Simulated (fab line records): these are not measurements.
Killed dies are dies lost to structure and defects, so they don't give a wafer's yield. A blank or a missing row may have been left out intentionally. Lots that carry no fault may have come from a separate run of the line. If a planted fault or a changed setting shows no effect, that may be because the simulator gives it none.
fab line records | flow gf180mcu
[record] lots = 6 wafers = 18 last_day = 34
route steps=602 shown MIM@507
lots that met no fault: taken from a fault-free run of the same line
start_h: the number of hours between the record's first day and the start of the first shown wafer of the lot | wait_h: hours elapsed since this lot's preceding step | " the same as in the row above | L1.1+2: several wafers, shown together as one row | - no value present, or no start provided | * or withheld: withheld | < > ~ a bound
route shown NAME@n: NAME is a module with steps in the file, n the number in the route of the first one | usual: mean/standard deviation taken from wafers without a fault | same: alike in all rows | chamber/n: place in a boat | sites: the reading at each site | _std_site: their standard deviation | _edge_site: inner sites' mean taken away from outer sites' mean | radius_mm: for every site, how far away it sits from the centre of the wafer | mask NAME#n: copy n | behind: the last tool/chamber to shape the wafer | hold: the reason the lot was held/the length of the hold in hours/how it ended | device: whichever transistor did not switch (one of n, p or np) | end of line: at the end of the route, the tests of the same wafers | where a step has no rows: the recipe by itself | killed: not the wafer's yield, but the dies lost to structure and defects at the first sort | map: per-die view of a wafer (x killed, . not killed, _ where there is no die)
set.NAME: the setting the step ran with; set.NAME@STEP: the setting that earlier step ran with | model.NAME: the simulator's own value behind a step, which no gauge read
lots at some steps of the route; a table a step, a row a wafer
services: the hour from which a tool's chamber was out of use, counted from the record's first day as start_h (under 0 if before that day), plus the number of hours and why
[[steps]]
[step GF_MIM_SPUTTER_04]
[recipe] material = TiN target_thk_nm = 50 power_w = 6500 time_s = 41.7 chamber_pressure_pa = 0.4
[usual] throttle_valve_pct = 29.4/1.1
// columns lot.wafer tool chamber start_h wait_h throttle_valve_pct
L506.1 pvd_sputter-02 - 572.24 0.0 28.1
L506.2 " - " " 29.9
L506.6 " - " " 28.1
L509.2 pvd_sputter-04 - 607.88 0.0 28.9
L509.4 " - " " 29.0
L509.6 " - " " 29.0
L515.1 pvd_sputter-03 - 649.01 0.0 30.5
L515.3 " - " " 29.1
L515.4 " - " " 29.6
L516.3 pvd_sputter-03 - 654.91 0.0 29.4
L516.4 " - " " 29.8
L516.6 " - " " 29.9
L525.4 pvd_sputter-02 - 713.34 0.0 28.2
L525.5 " - " " 29.9
L525.6 " - " " 28.7
L527.1 pvd_sputter-02 - 724.80 0.0 27.7
L527.4 " - " " 28.7
L527.5 " - " " 28.4
[step GF_MIM_CVD_05]
[recipe] material = Si3N4 target_thk_nm = 42 temp_max_c = 400 temp_c = 385 time_s = 29.086 rf_w = 450
[usual] heater_power_w = 634/77
// columns lot.wafer tool chamber start_h wait_h heater_power_w since_wet_clean_h
L506.1 pecvd-02 2 572.28 0.0 527 814
L506.2 " 0 " " 619 814
L506.6 " 1 " " 660 -
L509.2 pecvd-02 0 607.92 0.0 666 3
L509.4 " 1 " " 717 -
L509.6 " 0 " " 672 -
L515.1 pecvd-02 2 649.05 0.0 546 44
L515.3 " 1 " " 767 44
L515.4 " 0 " " 623 -
L516.3 pecvd-01 0 654.95 0.0 641 689
L516.4 " 2 " " 644 -
L516.6 " 0 " " 632 -
L525.4 pecvd-03 2 713.38 0.0 700 -
L525.5 " 1 " " 616 -
L525.6 " 0 " " 616 -
L527.1 pecvd-03 1 724.84 0.0 643 550
L527.4 " 1 " " 652 -
L527.5 " 2 " " 765 -
[step GF_MIM_THK_MEAS_06]
[recipe] reads = Si3N4_of_MIM_CVD_05
[usual] MIM_CVD_05_THK = 42.2/0.54
// columns lot.wafer tool chamber start_h wait_h MIM_CVD_05_THK[nm]
L506.1 film_metro-03 - 572.32 0.0 42.2
L506.2 " - " " 42.1
L506.6 " - " " 42.8
L509.2 film_metro-03 - 607.96 0.0 42.3
L509.4 " - " " 42.5
L509.6 " - " " 42.3
L515.1 film_metro-02 - 649.08 0.0 42.1
L515.3 " - " " 42.0
L515.4 " - " " 43.0
L516.3 film_metro-02 - 655.01 0.0 41.3
L516.4 " - " " 42.3
L516.6 " - " " 42.0
L525.4 film_metro-01 - 713.42 0.0 42.2
L525.5 " - " " 42.3
L525.6 " - " " 42.4
L527.1 film_metro-01 - 724.88 0.0 42.2
L527.4 " - " " 42.1
L527.5 " - " " 42.4
[step GF_MIM_SPUTTER_07]
[recipe] material = TiN target_thk_nm = 60 power_w = 6500 time_s = 50 chamber_pressure_pa = 0.4
[usual] throttle_valve_pct = 29.3/1.1
// columns lot.wafer tool chamber start_h wait_h throttle_valve_pct
L506.1 pvd_sputter-04 - 572.38 0.1 30.8
L506.2 " - " " 29.2
L506.6 " - " " 28.9
L509.2 pvd_sputter-02 - 608.01 0.0 28.7
L509.4 " - " " 29.8
L509.6 " - " " 28.5
L515.1 pvd_sputter-04 - 649.14 0.1 31.0
L515.3 " - " " 30.8
L515.4 " - " " 30.8
L516.3 pvd_sputter-02 - 655.05 0.0 28.1
L516.4 " - " " 29.9
L516.6 " - " " 28.4
L525.4 pvd_sputter-04 - 713.45 0.0 29.0
L525.5 " - " " 30.8
L525.6 " - " " 29.1
L527.1 pvd_sputter-04 - 724.94 0.1 29.1
L527.4 " - " " 30.9
L527.5 " - " " 29.1
[step GF_MIM_SPUTTER_08]
[recipe] material = AlCu target_thk_nm = 200 power_w = 10600 time_s = 10.6 chamber_pressure_pa = 0.4
[usual] throttle_valve_pct = 29.3/1.2
// columns lot.wafer tool chamber start_h wait_h throttle_valve_pct
L506.1 pvd_sputter-04 - 572.42 0.0 30.8
L506.2 " - " " 29.2
L506.6 " - " " 29.0
L509.2 pvd_sputter-02 - 608.06 0.0 28.4
L509.4 " - " " 29.9
L509.6 " - " " 28.2
L515.1 pvd_sputter-04 - 649.19 0.0 31.0
L515.3 " - " " 30.8
L515.4 " - " " 31.2
L516.3 pvd_sputter-02 - 655.09 0.0 27.7
L516.4 " - " " 30.0
L516.6 " - " " 28.6
L525.4 pvd_sputter-04 - 713.50 0.0 29.1
L525.5 " - " " 30.9
L525.6 " - " " 29.1
L527.1 pvd_sputter-04 - 724.98 0.0 28.9
L527.4 " - " " 30.9
L527.5 " - " " 29.1
[step GF_MIM_SPUTTER_09]
[recipe] material = TiN target_thk_nm = 35 power_w = 6500 time_s = 29.2 chamber_pressure_pa = 0.4
[usual] throttle_valve_pct = 29.3/1.2
// columns lot.wafer tool chamber start_h wait_h throttle_valve_pct
L506.1 pvd_sputter-04 - 572.44 0.0 30.9
L506.2 " - " " 29.2
L506.6 " - " " 29.2
L509.2 pvd_sputter-02 - 608.08 0.0 28.6
L509.4 " - " " 30.1
L509.6 " - " " 28.4
L515.1 pvd_sputter-04 - 649.21 0.0 31.1
L515.3 " - " " 31.0
L515.4 " - " " 31.1
L516.3 pvd_sputter-02 - 655.11 0.0 27.9
L516.4 " - " " 30.0
L516.6 " - " " 28.5
L525.4 pvd_sputter-04 - 713.52 0.0 28.8
L525.5 " - " " 30.8
L525.6 " - " " 29.1
L527.1 pvd_sputter-04 - 725.00 0.0 29.0
L527.4 " - " " 30.7
L527.5 " - " " 28.7
[step GF_MIM_RS_MEAS_10]
[recipe] thk_meas_gauge = four-point-probe reads = TiN_of_MIM_SPUTTER_09+AlCu_of_MIM_SPUTTER_08+TiN_of_MIM_SPUTTER_07
[usual] MIM_ALCU_RS = 0.1606/0.0013
// columns lot.wafer tool chamber start_h wait_h MIM_ALCU_RS[ohm/sq]
L506.1 film_metro-01 - 572.48 0.0 0.1591
L506.2 " - " " 0.1586
L506.6 " - " " 0.1593
L509.2 film_metro-01 - 608.13 0.0 0.1609
L509.4 " - " " 0.1628
L509.6 " - " " 0.1615
L515.1 film_metro-01 - 649.24 0.0 0.1594
L515.3 " - " " 0.1593
L515.4 " - " " 0.1600
L516.3 film_metro-02 - 655.19 0.1 0.1610
L516.4 " - " " 0.1609
L516.6 " - " " 0.1599
L525.4 film_metro-03 - 713.61 0.1 0.1610
L525.5 " - " " 0.1603
L525.6 " - " " 0.1610
L527.1 film_metro-01 - 725.04 0.0 0.1619
L527.4 " - " " 0.1627
L527.5 " - " " 0.1628
[step GF_MIM_THK_MEAS_11]
[recipe] thk_meas_gauge = xrf reads = AlCu_of_MIM_SPUTTER_08
[usual] MIM_ALCU_THK = 197.0/1.9
// columns lot.wafer tool chamber start_h wait_h MIM_ALCU_THK[nm]
L506.1 film_metro-01 - 572.60 0.1 196.9
L506.2 " - " " 199.0
L506.6 " - " " 197.6
L509.2 film_metro-01 - 608.24 0.1 197.3
L509.4 " - " " 195.4
L509.6 " - " " 196.3
L515.1 film_metro-01 - 649.36 0.1 197.9
L515.3 " - " " 198.5
L515.4 " - " " 196.4
L516.3 film_metro-02 - 655.29 0.1 195.1
L516.4 " - " " 194.3
L516.6 " - " " 195.9
L525.4 film_metro-03 - 713.70 0.1 197.2
L525.5 " - " " 198.4
L525.6 " - " " 197.4
L527.1 film_metro-01 - 725.16 0.1 193.2
L527.4 " - " " 192.3
L527.5 " - " " 191.6
[step GF_MIM_DEHYDRATE_12]
[recipe] temp_c = 200 time_s = 60
[step GF_MIM_HMDS_13]
[recipe] prime_time_s = 60 prime_temp_c = 120
[step GF_MIM_COAT_14]
[recipe] resist = NOVOLAK spin_rpm = 3000 resist_thk_nm = 1000
[step GF_MIM_SOFTBAKE_15]
[recipe] temp_c = 90 time_s = 60 resist = NOVOLAK
[step GF_MIM_EXPOSE_16]
[recipe] mask_id = FuseTop target_cd_nm = 2000 na = 0.6 source_shape = conventional sigma_outer = 0.6 dose_mj = 142.6
[usual] exposure_dose_mJ_cm2 = 142.61/0.14 focus_offset_nm = 0.0/0.54 reticle_temp_C = 23.01/0.1
// columns lot.wafer tool chamber start_h wait_h mask exposure_dose_mJ_cm2 focus_offset_nm reticle_temp_C
L506.1 iline_stepper-02 0 583.34 - FuseTop#0 142.64 -0.3 23.14
L506.2 " 0 " " FuseTop#0 142.54 0.1 23.10
L506.6 " 0 " " FuseTop#0 142.47 0.9 22.94
L509.2 iline_stepper-01 0 618.16 - FuseTop#0 142.71 0.1 22.86
L509.4 " 0 " " FuseTop#0 142.66 1.3 23.06
L509.6 " 0 " " FuseTop#0 142.56 0.2 23.11
L515.1 iline_stepper-02 - 658.63 - FuseTop#0 - - -
L515.3 " - " " FuseTop#0 - - -
L515.4 " - " " FuseTop#0 - - -
L516.3 iline_stepper-02 - 665.16 - FuseTop#0 - - -
L516.4 " - " " FuseTop#0 - - -
L516.6 " - " " FuseTop#0 - - -
L525.4 iline_stepper-02 0 722.39 - FuseTop#0 142.76 -0.2 22.98
L525.5 " 0 " " FuseTop#0 142.57 -0.4 22.91
L525.6 " 0 " " FuseTop#0 142.39 0.1 22.84
L527.1 iline_stepper-02 0 734.05 - FuseTop#0 142.55 -0.2 23.02
L527.4 " 0 " " FuseTop#0 142.66 -0.6 23.14
L527.5 " 0 " " FuseTop#0 142.83 -1.0 23.18
[step GF_MIM_PEB_17]
[recipe] temp_c = withheld time_s = * resist = NOVOLAK
[[services]]
// columns tool chamber start_h hours kind
pecvd-01 - 578.14 1.7 repair
pecvd-02 - 591.12 14.0 pm
pecvd-02 0 591.12 14.0 vent_cycle
pecvd-02 1 591.12 14.0 vent_cycle
pecvd-02 2 591.12 14.0 vent_cycle
pvd_sputter-04 - 600.72 6.3 repair
pecvd-02 0 605.12 - clean
pecvd-02 1 605.12 - clean
pecvd-02 2 605.12 - clean
iline_stepper-01 - 609.49 1.7 pm
iline_stepper-02 - 611.15 8.9 pm
pecvd-02 2 613.42 5.2 repair
pecvd-01 - 625.16 2.0 repair
pvd_sputter-04 - 628.67 1.0 repair
pvd_sputter-02 - 644.69 8.0 repair
iline_stepper-02 - 645.22 0.6 repair
iline_stepper-01 0 652.59 - calibration
pecvd-01 - 685.04 6.0 pm
pecvd-01 2 692.13 19.1 repair
iline_stepper-01 - 692.80 4.4 repair
pvd_sputter-04 - 697.31 3.4 repair
iline_stepper-02 - 715.81 0.7 repair
[[key]]
[first_sign] step = GF_MIM_EXPOSE_16 reading = tool_record direction = missing
effect none on later readings
met_at GF_MIM_EXPOSE_16
struck_wafers L515.1,L515.3,L515.4,L516.3,L516.4,L516.6
later_rows_left_out L515.1,L515.3,L515.4,L516.3,L516.4,L516.6
sort_left_out L515.1,L515.3,L515.4,L516.3,L516.4,L516.6
onset_between 583.34 658.63
[fault] kind = skipped_step_whole tool = iline_stepper-02 chamber = - onset_h = 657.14 steps = GF_MIM_EXPOSE_16 scope = struck_lots_only
// sort_left_out: the simulated sort isn't trusted on such a fault, so these wafers' sort isn't shown, and their yield isn't known
// later_rows_left_out: the simulator's readings of these wafers behind a module that went badly wrong aren't trusted and aren't shown, but for the sort
